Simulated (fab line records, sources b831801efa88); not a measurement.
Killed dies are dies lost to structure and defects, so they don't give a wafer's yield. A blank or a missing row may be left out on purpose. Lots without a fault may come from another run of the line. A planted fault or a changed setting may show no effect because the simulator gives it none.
Which tool did it? | flow gf180mcu | 13 lots, 39 wafers sampled, at 3 steps of a route of 602

WHAT THE GAUGES READ, wafer by wafer
GF_HV_LDD_RS_MEAS_53: measures by four-point-probe.
lot  | measured     | on            | HV_LDD_RS (ohm/sq)
L290 | day 12 09:25 | film_metro-03 | 419.0 418.7 419.8
L291 | day 12 20:01 | film_metro-03 | 418.1 419.6 418.0
L293 | day 13 06:28 | film_metro-02 | 418.4 419.4 417.8
L294 | day 13 20:56 | film_metro-03 | 420.4 418.5 420.4
L295 | day 14 03:46 | film_metro-02 | 418.9 419.3 418.8
L296 | day 14 10:39 | film_metro-03 | 420.0 419.1 419.9
L297 | day 14 22:16 | film_metro-02 | 419.9 419.3 419.4
L298 | day 15 03:19 | film_metro-03 | 417.5 418.8 418.7
L300 | day 15 18:53 | film_metro-01 | 417.1 417.5 418.0
L304 | day 17 04:20 | film_metro-01 | 415.6 414.9 416.0 415.1 415.0 415.5
L305 | day 17 09:50 | film_metro-03 | 415.6 416.8 417.4
L306 | day 17 17:07 | film_metro-03 | 414.9 414.8 416.4
L312 | day 19 18:52 | film_metro-01 | 418.1 418.1 416.9

GF_V1_BOW_MEAS_05.
lot  | measured     | on            | V1_BOW (um)
L290 | day 17 03:08 | film_metro-02 | 72 91 77
L291 | day 17 15:02 | film_metro-02 | 76 77 79
L293 | day 18 06:11 | film_metro-02 | 77 87 84
L294 | day 18 21:08 | film_metro-02 | 82 88 85
L295 | day 19 07:04 | film_metro-04 | 93 80 95
L296 | day 19 13:43 | film_metro-02 | 89 84 84
L297 | day 20 02:19 | film_metro-04 | 84 74 79
L298 | day 20 10:21 | film_metro-04 | 79 72 87
L300 | day 21 02:07 | film_metro-01 | 77 82 83
L304 | day 22 10:47 | film_metro-01 | 85 86 70
L305 | day 22 17:04 | film_metro-04 | 76 100 79
L306 | day 22 22:51 | film_metro-04 | 77 70 60
L312 | day 24 23:19 | film_metro-04 | 84 80 73

WHICH TOOL RAN EACH LOT (tool, then ch and the chambers of the sampled wafers, then the start)
lot  | GF_HV_LDD_IMPLANT_34
L290 | implanter-02 ch 0, day 11 12:53
L291 | implanter-04 ch 0, day 11 23:33
L293 | implanter-02 ch 0, day 12 09:45
L294 | implanter-02 ch 0, day 12 23:50
L295 | implanter-02 ch 0, day 13 06:41
L296 | implanter-02 ch 0, day 13 13:47
L297 | implanter-04 ch 0, day 14 00:45
L298 | implanter-04 ch 0, day 14 05:27
L300 | implanter-02 ch 0, day 14 20:11
L304 | implanter-02 ch 0, day 16 04:28
L305 | implanter-02 ch 0, day 16 09:42
L306 | implanter-02 ch 0, day 16 17:26
L312 | implanter-03 ch 0, day 18 17:44
- GF_HV_LDD_IMPLANT_34

WHAT THE TOOLS THEMSELVES READ (means of the sampled wafers that have a number; where no wafer has one, the mark that the record gives instead)
GF_HV_LDD_IMPLANT_34.
lot  | tool         | dose_ions_cm2 | faraday_current_uA
L290 | implanter-02 | 7.5e+12       | 41.3
L291 | implanter-04 | 7.5e+12       | 41.9
L293 | implanter-02 | 7.5e+12       | 42.4
L294 | implanter-02 | 7.5e+12       | 41.9
L295 | implanter-02 | 7.5e+12       | 42.6
L296 | implanter-02 | 7.5e+12       | 42.1
L297 | implanter-04 | 7.5e+12       | 42.0
L298 | implanter-04 | 7.5e+12       | 43.1
L300 | implanter-02 | 7.5e+12       | 41.7
L304 | implanter-02 | 8.5e+12       | 49.1
L305 | implanter-02 | 8.5e+12       | 47.9
L306 | implanter-02 | 8.5e+12       | 47.7
L312 | implanter-03 | 7.5e+12       | 42.7

THE ANSWER, worked out from the rows above alone
Rule: what is usual is taken from the lots themselves. Put in order of their means at a reading, lots are off if they are a third of the lots or fewer, leave a main group of 4 or more, and stand apart from it by a gap of 3 or more times the standard deviation of the main group's means; of several such gaps the widest counts. A main group whose means are all the same, to the digits that the tables above print for the reading, isn't used. A lot without any number at a reading at which 4 lots or more have one is off too. The other lots that the step has rows for count as sound. The gauges are gone through in route order, then the tools' own readings, and for those a lot's mean is taken as printed above. The first step at which some lot is off is used, and at that step the reading that is off furthest; a lot without a number counts as furthest.
Off: L304, L305, L306, at GF_HV_LDD_IMPLANT_34 (faraday_current_uA). The main group: mean 42.2, standard deviation 0.5.
A tool fits if, at that step or a process step before it, it ran every lot that is off, and no sound lot after the first of them. One fits: implanter-02 at GF_HV_LDD_IMPLANT_34. Its last sound lot is L300 (day 14 20:11), its first lot that is off L304 (day 16 04:28): a fault that began between those two fits.
The tool's own readings at GF_HV_LDD_IMPLANT_34 bear it out: on the lots that are off they differ by more than 5 times the standard deviation of the sound lots' means. dose_ions_cm2 reads 8.5e+12 there against 7.5e+12 on the sound lots; faraday_current_uA reads 48.2 there against 42.2 on the sound lots.

WHAT THE SIMULATOR HAD PUT IN
Process parameter drift: implanter-02, from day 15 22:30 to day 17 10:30, at GF_HV_LDD_IMPLANT_34. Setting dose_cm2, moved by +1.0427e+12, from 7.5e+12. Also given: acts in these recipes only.
Lots struck among those shown: L304, L305, L306. The rule above found the same.
